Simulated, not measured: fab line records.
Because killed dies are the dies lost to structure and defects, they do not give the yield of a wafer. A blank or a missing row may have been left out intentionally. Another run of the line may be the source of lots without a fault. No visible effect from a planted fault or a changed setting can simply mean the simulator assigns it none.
Commonality check across tools	flow gf180mcu	11 lots and 33 wafers in the sample

## WHY IT WAS OPENED
GF_HV_LDD_THK_MEAS_57, reading HV_LDD_CVD_56_THK: flagged on 2 of 11 lots. No-fault wafers: 89.6 nm, standard deviation 0.86.
Rule: a lot is flagged when every wafer of it that has a number lies more than 4 standard deviations from that mean, or none has a number. The rest of the lots are taken to be sound.

lot	measured	on	HV_LDD_CVD_56_THK (nm), wafer by wafer	flag
L178	day 12 18:16	film metro-01	88.8 89.2 88.9	
L179	day 13 04:19	film metro-01	91.6 91.2 90.9	
L183	day 14 08:32	film metro-01	89.2 88.9 89.2	
L185	day 15 11:54	film metro-04	90.4 89.9 90.9	
L189	day 16 14:19	film metro-04	28.4 28.1 28.2	FLAGGED
L190	day 17 04:32	film metro-01	28.2 28.9 29.0	FLAGGED
L191	day 17 07:03	film metro-01	90.5 89.8 90.1	
L197	day 19 05:20	film metro-03	91.4 91.5 91.2	
L198	day 19 07:51	film metro-03	90.7 90.1 90.6	
L199	day 19 20:22	film metro-03	90.4 90.4 91.5	
L200	day 20 04:17	film metro-01	89.6 89.8 89.8	
On average the flagged lots' numbers are 28.5 nm, which is -61.1 nm against the usual, or -71 standard deviations.

## WHICH TOOL EACH LOT WENT THROUGH
The record holds 2 process steps before the reading, out of a route of 602 steps. Read each cell as the tool, then ch plus the chambers that the sampled wafers visited, then the start.
lot	flag	GF_DUAL_GATE_STRIP_13	GF_HV_LDD_CVD_56
L178		plasma asher-04 ch 0,1, day 8 11:43	lpcvd-01 ch 0, day 12 16:50
L179		plasma asher-02 ch 0,1, day 8 21:16	lpcvd-02 ch 1, day 13 02:53
L183		plasma asher-03 ch 0,1, day 9 23:46	lpcvd-01 ch 1, day 14 07:06
L185		plasma asher-03 ch 0,1, day 10 21:57	lpcvd-02 ch 0, day 15 10:27
L189	FLAGGED	plasma asher-04 ch 0,1, day 11 19:11	lpcvd-01 ch 0, day 16 12:53
L190	FLAGGED	plasma asher-02 ch 0,1, day 12 06:41	lpcvd-01 ch 1, day 17 03:06
L191		plasma asher-03 ch 0,1, day 12 11:25	lpcvd-02 ch 1, day 17 05:37
L197		plasma asher-02 ch 0,1, day 14 02:38	lpcvd-02 ch 0, day 19 03:55
L198		plasma asher-03 ch 0,1, day 14 07:34	lpcvd-02 ch 0, day 19 06:25
L199		plasma asher-03 ch 0,1, day 14 15:42	lpcvd-02 ch 0, day 19 18:54
L200		plasma asher-04 ch 0,1, day 15 01:11	lpcvd-02 ch 1, day 20 02:52
What is done by these steps:
- GF_DUAL_GATE_STRIP_13: strips in O2/N2.
- GF_HV_LDD_CVD_56: deposits Si3N4 from DCS/NH3, target thk 90 nm, time 1543 s.
- GF_HV_LDD_THK_MEAS_57

## FLAGGED OVER TOTAL, TOOL BY TOOL (the gauges that took the reading come last)
step	tool	lots run	flagged	share of the flagged lots	sound lots run after its first flagged lot
GF_DUAL_GATE_STRIP_13	plasma asher-02	3	1	some	1 (L197)
GF_DUAL_GATE_STRIP_13	plasma asher-03	5	0	none	-
GF_DUAL_GATE_STRIP_13	plasma asher-04	3	1	some	1 (L200)
GF_HV_LDD_CVD_56	lpcvd-01	4	2	all	0
GF_HV_LDD_CVD_56	lpcvd-02	7	0	none	-
GF_HV_LDD_THK_MEAS_57	film metro-01	6	1	some	2 (L191,L200)
GF_HV_LDD_THK_MEAS_57	film metro-03	3	0	none	-
GF_HV_LDD_THK_MEAS_57	film metro-04	2	1	some	0

## WHAT THE TABLE PERMITS
All flagged lots share 1 row of the table, namely lpcvd-01 at GF_HV_LDD_CVD_56.
- lpcvd-01 at GF_HV_LDD_CVD_56 ran 4 lots, 2 of them flagged. Last sound lot L183 at day 14 07:06, first flagged lot L189 at day 16 12:53; a fault beginning in between fits.
Left over: one tool, lpcvd-01 at GF_HV_LDD_CVD_56.

## WHAT THE SIMULATOR HAD PUT IN
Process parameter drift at GF_HV_LDD_CVD_56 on lpcvd-01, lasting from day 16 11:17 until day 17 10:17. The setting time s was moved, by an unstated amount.
Shown lots that were struck: L189, L190. The rule above reached the same finding.
